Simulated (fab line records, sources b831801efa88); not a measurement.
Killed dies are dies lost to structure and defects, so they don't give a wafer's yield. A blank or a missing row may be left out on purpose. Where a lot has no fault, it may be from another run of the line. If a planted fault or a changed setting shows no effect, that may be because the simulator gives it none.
Which tool is to blame? :: flow sfq-line :: Sampling: 14 lots, 41 wafers, 4 of 325 route steps

WHAT EACH GAUGE READ, for each wafer
SFQ_M8_BOW_MEAS_951. Usual: M8_BOW typically reads 9 um, with standard deviation 9.8.
lot: L659
measured: day 69 12:26
on: film-metro-04
M8_BOW (um): 5 5 -3
flag: 

lot: L660
measured: day 69 18:23
on: film-metro-02
M8_BOW (um): 6 8 4
flag: 

lot: L661
measured: day 72 18:14
on: film-metro-04
M8_BOW (um): -6 -12 -11
flag: 

lot: L662
measured: day 72 19:26
on: film-metro-04
M8_BOW (um): 17 26 33
flag: 

lot: L664
measured: day 73 00:16
on: film-metro-02
M8_BOW (um): -2 6 5
flag: 

lot: L666
measured: day 73 03:54
on: film-metro-03
M8_BOW (um): 16 11 10
flag: 

lot: L667
measured: day 73 06:14
on: film-metro-04
M8_BOW (um): 8 6 3
flag: 

lot: L668
measured: day 73 07:30
on: film-metro-04
M8_BOW (um): 6 12 23
flag: 

lot: L669
measured: day 73 08:38
on: film-metro-02
M8_BOW (um): 22 15 7
flag: 

lot: L676
measured: day 74 09:41
on: film-metro-04
M8_BOW (um): 22 14
flag: 

lot: L677
measured: day 74 11:03
on: film-metro-02
M8_BOW (um): -3 1 13
flag: 

lot: L679
measured: day 76 04:39
on: film-metro-02
M8_BOW (um): -2 -2 0
flag: 

lot: L680
measured: day 76 08:15
on: film-metro-04
M8_BOW (um): 24 9 20
flag: 

lot: L681
measured: day 76 09:27
on: film-metro-04
M8_BOW (um): 5 10 2
flag: 

EACH LOT AND THE TOOL THAT RAN IT (in order: tool; ch and the chambers of the sampled wafers; start)
lot: L659
SFQ_TRILAYER_L0_CAP_PECVD_011: pecvd-02 ch 0,1,2, day 3 14:43
SFQ_TRILAYER_I0_DEP_PECVD_027: pecvd-03 ch 0,1,2, day 7 07:56
SFQ_TRILAYER_M7_BARC_OPEN_METAL_ETCH_229: rie-metal-01 ch 0,1, day 64 08:05

lot: L660
SFQ_TRILAYER_L0_CAP_PECVD_011: pecvd-02 ch 0,1,2, day 3 19:30
SFQ_TRILAYER_I0_DEP_PECVD_027: pecvd-04 ch 0,1,2, day 7 15:05
SFQ_TRILAYER_M7_BARC_OPEN_METAL_ETCH_229: rie-metal-01 ch 0,1, day 64 12:52

lot: L661
SFQ_TRILAYER_L0_CAP_PECVD_011: pecvd-03 ch 0,1, day 4 00:18
SFQ_TRILAYER_I0_DEP_PECVD_027: pecvd-01 ch 1,2, day 7 20:55
SFQ_TRILAYER_M7_BARC_OPEN_METAL_ETCH_229: rie-metal-01 ch 0,1, day 65 14:04

lot: L662
SFQ_TRILAYER_L0_CAP_PECVD_011: pecvd-04 ch 0,1,2, day 4 06:18
SFQ_TRILAYER_I0_DEP_PECVD_027: pecvd-04 ch 0,1,2, day 8 00:31
SFQ_TRILAYER_M7_BARC_OPEN_METAL_ETCH_229: rie-metal-02 ch 0,1, day 65 16:28

lot: L664
SFQ_TRILAYER_L0_CAP_PECVD_011: pecvd-04 ch 0,1, day 4 19:36
SFQ_TRILAYER_I0_DEP_PECVD_027: pecvd-03 ch 0,1,2, day 8 22:10
SFQ_TRILAYER_M7_BARC_OPEN_METAL_ETCH_229: rie-metal-02 ch 0,1, day 66 00:52

lot: L666
SFQ_TRILAYER_L0_CAP_PECVD_011: pecvd-04 ch 0,1,2, day 5 05:12
SFQ_TRILAYER_I0_DEP_PECVD_027: pecvd-04 ch 1,2, day 9 06:07
SFQ_TRILAYER_M7_BARC_OPEN_METAL_ETCH_229: rie-metal-01 ch 0,1, day 66 12:52

lot: L667
SFQ_TRILAYER_L0_CAP_PECVD_011: pecvd-03 ch 0,1,2, day 5 11:12
SFQ_TRILAYER_I0_DEP_PECVD_027: pecvd-04 ch 0,2, day 9 20:31
SFQ_TRILAYER_M7_BARC_OPEN_METAL_ETCH_229: rie-metal-01 ch 1, day 66 16:46

lot: L668
SFQ_TRILAYER_L0_CAP_PECVD_011: pecvd-04 ch 0,1,2, day 5 18:24
SFQ_TRILAYER_I0_DEP_PECVD_027: pecvd-03 ch 0,2, day 10 07:19
SFQ_TRILAYER_M7_BARC_OPEN_METAL_ETCH_229: rie-metal-04 ch 0,1, day 66 19:59

lot: L669
SFQ_TRILAYER_L0_CAP_PECVD_011: pecvd-02 ch 0,2, day 5 23:12
SFQ_TRILAYER_I0_DEP_PECVD_027: pecvd-03 ch 0,1, day 10 13:19
SFQ_TRILAYER_M7_BARC_OPEN_METAL_ETCH_229: rie-metal-02 ch 0,1, day 66 22:23

lot: L676
SFQ_TRILAYER_L0_CAP_PECVD_011: pecvd-02 ch 1,2, day 7 08:49
SFQ_TRILAYER_I0_DEP_PECVD_027: pecvd-04 ch 0,2, day 12 11:04
SFQ_TRILAYER_M7_BARC_OPEN_METAL_ETCH_229: rie-metal-01 ch 0, day 67 16:35

lot: L677
SFQ_TRILAYER_L0_CAP_PECVD_011: pecvd-03 ch 0,2, day 7 12:24
SFQ_TRILAYER_I0_DEP_PECVD_027: pecvd-03 ch 1,2, day 12 15:49
SFQ_TRILAYER_M7_BARC_OPEN_METAL_ETCH_229: rie-metal-01 ch 0,1, day 67 22:53

lot: L679
SFQ_TRILAYER_L0_CAP_PECVD_011: pecvd-03 ch 0,2, day 7 22:00
SFQ_TRILAYER_I0_DEP_PECVD_027: pecvd-04 ch 0,1, day 13 07:41
SFQ_TRILAYER_M7_BARC_OPEN_METAL_ETCH_229: rie-metal-02 ch 0,1, day 72 01:41

lot: L680
SFQ_TRILAYER_L0_CAP_PECVD_011: pecvd-04 ch 1,2, day 8 05:28
SFQ_TRILAYER_I0_DEP_PECVD_027: pecvd-04 ch 0,1, day 13 12:29
SFQ_TRILAYER_M7_BARC_OPEN_METAL_ETCH_229: rie-metal-04 ch 0,1, day 72 05:17

lot: L681
SFQ_TRILAYER_L0_CAP_PECVD_011: pecvd-03 ch 0,1,2, day 8 09:04
SFQ_TRILAYER_I0_DEP_PECVD_027: pecvd-01 ch 1,2, day 13 19:52
SFQ_TRILAYER_M7_BARC_OPEN_METAL_ETCH_229: rie-metal-02 ch 0,1, day 72 14:44
- SFQ_TRILAYER_L0_CAP_PECVD_011: deposits SiO2 from SiH4/N2O, time 13.333 s, target thk 60 nm.
- SFQ_TRILAYER_I0_DEP_PECVD_027: deposits SiO2 from SiH4/N2O, time 111.11 s, target thk 500 nm.
- SFQ_TRILAYER_M7_BARC_OPEN_METAL_ETCH_229: etches BARC in O2, target depth 125 nm, time 41.7 s.

AS READ BY THE TOOLS THEMSELVES (means over the sampled wafers that have a number; for cases with no such wafer, the mark the record gives instead)
SFQ_TRILAYER_L0_CAP_PECVD_011. Usual: heater-power-outer-w 33 W, standard deviation 11; heater-power-w 86 W, standard deviation 15; throttle-valve-pct 24.8 %, standard deviation 1.1.
lot: L659
tool: pecvd-02
heater-power-outer-w (W): 36
heater-power-w (W): 92
throttle-valve-pct (%): 25.3
flag: 

lot: L660
tool: pecvd-02
heater-power-outer-w (W): 31
heater-power-w (W): 88
throttle-valve-pct (%): 25.3
flag: 

lot: L661
tool: pecvd-03
heater-power-outer-w (W): 33
heater-power-w (W): 83
throttle-valve-pct (%): 24.8
flag: 

lot: L662
tool: pecvd-04
heater-power-outer-w (W): 23
heater-power-w (W): 74
throttle-valve-pct (%): 23.3
flag: 

lot: L664
tool: pecvd-04
heater-power-outer-w (W): 37
heater-power-w (W): 87
throttle-valve-pct (%): 24.0
flag: 

lot: L666
tool: pecvd-04
heater-power-outer-w (W): 26
heater-power-w (W): 76
throttle-valve-pct (%): 23.6
flag: 

lot: L667
tool: pecvd-03
heater-power-outer-w (W): 36
heater-power-w (W): 86
throttle-valve-pct (%): 25.4
flag: 

lot: L668
tool: pecvd-04
heater-power-outer-w (W): 30
heater-power-w (W): 81
throttle-valve-pct (%): 23.7
flag: 

lot: L669
tool: pecvd-02
heater-power-outer-w (W): 39
heater-power-w (W): 94
throttle-valve-pct (%): 25.6
flag: 

lot: L676
tool: pecvd-02
heater-power-outer-w (W): 34
heater-power-w (W): 95
throttle-valve-pct (%): 25.5
flag: 

lot: L677
tool: pecvd-03
heater-power-outer-w (W): 44
heater-power-w (W): 98
throttle-valve-pct (%): 25.6
flag: 

lot: L679
tool: pecvd-03
heater-power-outer-w (W): 39
heater-power-w (W): 89
throttle-valve-pct (%): 25.6
flag: 

lot: L680
tool: pecvd-04
heater-power-outer-w (W): 22
heater-power-w (W): 70
throttle-valve-pct (%): 22.7
flag: 

lot: L681
tool: pecvd-03
heater-power-outer-w (W): 38
heater-power-w (W): 88
throttle-valve-pct (%): 25.4
flag: 

SFQ_TRILAYER_I0_DEP_PECVD_027. Usual: heater-power-outer-w 31 W, standard deviation 9.9; heater-power-w 81 W, standard deviation 11; throttle-valve-pct 24.0 %, standard deviation 1.2.
lot: L659
tool: pecvd-03
heater-power-outer-w (W): 39
heater-power-w (W): 91
throttle-valve-pct (%): 25.4
flag: 

lot: L660
tool: pecvd-04
heater-power-outer-w (W): 24
heater-power-w (W): 72
throttle-valve-pct (%): 23.6
flag: 

lot: L661
tool: pecvd-01
heater-power-outer-w (W): 32
heater-power-w (W): 82
throttle-valve-pct (%): 24.2
flag: 

lot: L662
tool: pecvd-04
heater-power-outer-w (W): 23
heater-power-w (W): 74
throttle-valve-pct (%): 23.7
flag: 

lot: L664
tool: pecvd-03
heater-power-outer-w (W): 34
heater-power-w (W): 84
throttle-valve-pct (%): 25.5
flag: 

lot: L666
tool: pecvd-04
heater-power-outer-w (W): 34
heater-power-w (W): 81
throttle-valve-pct (%): 23.5
flag: 

lot: L667
tool: pecvd-04
heater-power-outer-w (W): 17
heater-power-w (W): 69
throttle-valve-pct (%): 24.1
flag: 

lot: L668
tool: pecvd-03
heater-power-outer-w (W): 45
heater-power-w (W): 100
throttle-valve-pct (%): 22.9
flag: 

lot: L669
tool: pecvd-03
heater-power-outer-w (W): 31
heater-power-w (W): 83
throttle-valve-pct (%): 22.5
flag: 

lot: L676
tool: pecvd-04
heater-power-outer-w (W): 18
heater-power-w (W): 70
throttle-valve-pct (%): 23.8
flag: 

lot: L677
tool: pecvd-03
heater-power-outer-w (W): 31
heater-power-w (W): 83
throttle-valve-pct (%): 23.1
flag: 

lot: L679
tool: pecvd-04
heater-power-outer-w (W): 30
heater-power-w (W): 82
throttle-valve-pct (%): 24.9
flag: 

lot: L680
tool: pecvd-04
heater-power-outer-w (W): 27
heater-power-w (W): 78
throttle-valve-pct (%): 24.9
flag: 

lot: L681
tool: pecvd-01
heater-power-outer-w (W): 24
heater-power-w (W): 72
throttle-valve-pct (%): 24.7
flag: 

SFQ_TRILAYER_M7_BARC_OPEN_METAL_ETCH_229. Usual: drypump-motor-current-A 5.88 A, standard deviation 0.29; oes-product-au 0.685 a.u., standard deviation 0.0048; rf-fwd-power-W 593.6 W, standard deviation 2.2.
lot: L659
tool: rie-metal-01
drypump-motor-current-A (A): 5.78
oes-product-au (a.u.): 0.688
rf-fwd-power-W (W): 594.8
flag: 

lot: L660
tool: rie-metal-01
drypump-motor-current-A (A): 5.78
oes-product-au (a.u.): 0.685
rf-fwd-power-W (W): 593.9
flag: 

lot: L661
tool: rie-metal-01
drypump-motor-current-A (A): 5.81
oes-product-au (a.u.): 0.684
rf-fwd-power-W (W): 592.7
flag: 

lot: L662
tool: rie-metal-02
drypump-motor-current-A (A): 6.04
oes-product-au (a.u.): 0.686
rf-fwd-power-W (W): 594.2
flag: 

lot: L664
tool: rie-metal-02
drypump-motor-current-A (A): 5.83
oes-product-au (a.u.): 0.689
rf-fwd-power-W (W): 595.6
flag: 

lot: L666
tool: rie-metal-01
drypump-motor-current-A (A): 5.80
oes-product-au (a.u.): 0.684
rf-fwd-power-W (W): 592.8
flag: 

lot: L667
tool: rie-metal-01
drypump-motor-current-A (A): 5.84
oes-product-au (a.u.): 0.687
rf-fwd-power-W (W): 591.5
flag: 

lot: L668
tool: rie-metal-04
drypump-motor-current-A (A): 5.72
oes-product-au (a.u.): 0.680
rf-fwd-power-W (W): 593.6
flag: 

lot: L669
tool: rie-metal-02
drypump-motor-current-A (A): 5.82
oes-product-au (a.u.): 0.687
rf-fwd-power-W (W): 593.7
flag: 

lot: L676
tool: rie-metal-01
drypump-motor-current-A (A): 5.77
oes-product-au (a.u.): 0.684
rf-fwd-power-W (W): 692.2
flag: OFF

lot: L677
tool: rie-metal-01
drypump-motor-current-A (A): 5.79
oes-product-au (a.u.): 0.683
rf-fwd-power-W (W): 656.6
flag: OFF

lot: L679
tool: rie-metal-02
drypump-motor-current-A (A): 5.81
oes-product-au (a.u.): 0.686
rf-fwd-power-W (W): 596.2
flag: 

lot: L680
tool: rie-metal-04
drypump-motor-current-A (A): 5.74
oes-product-au (a.u.): 0.686
rf-fwd-power-W (W): 592.9
flag: 

lot: L681
tool: rie-metal-02
drypump-motor-current-A (A): 6.03
oes-product-au (a.u.): 0.685
rf-fwd-power-W (W): 592.9
flag: 

THE ANSWER, worked out from the rows above alone
Rule: a lot is off if the mean of its wafers that have a number lies more than 3 standard deviations from the usual mean. Also off: a lot with no number at a reading for which 4 or more lots have one. Where the step has rows for the other lots, those lots are counted as sound. Order of review: gauges by route order, followed by the tools' own readings, for which a lot's mean as printed above is used. The first step at which some lot is off is used, and at that step the reading that is off furthest; a lot without a number counts as furthest.
Off at SFQ_TRILAYER_M7_BARC_OPEN_METAL_ETCH_229 (rf-fwd-power-W): L676, L677.
A tool fits if, at that step or a process step before it, it ran every lot that is off, and no sound lot after the first of them. One candidate fits, namely rie-metal-01 at SFQ_TRILAYER_M7_BARC_OPEN_METAL_ETCH_229. Its last sound lot is L667 (day 66 16:46), its first lot that is off L676 (day 67 16:35): a fault that began between those two fits.
On the lots that are off, the tool's own readings at SFQ_TRILAYER_M7_BARC_OPEN_METAL_ETCH_229 differ by more than 5 times the standard deviation of the sound lots' means, which bears it out; rf-fwd-power-W reads 674.4 W there versus 593.7 W on the sound lots.

WHAT THE SIMULATOR HAD INSERTED
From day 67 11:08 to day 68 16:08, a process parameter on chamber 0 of rie-metal-01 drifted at SFQ_TRILAYER_M7_BARC_OPEN_METAL_ETCH_229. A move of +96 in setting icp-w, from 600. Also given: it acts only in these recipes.
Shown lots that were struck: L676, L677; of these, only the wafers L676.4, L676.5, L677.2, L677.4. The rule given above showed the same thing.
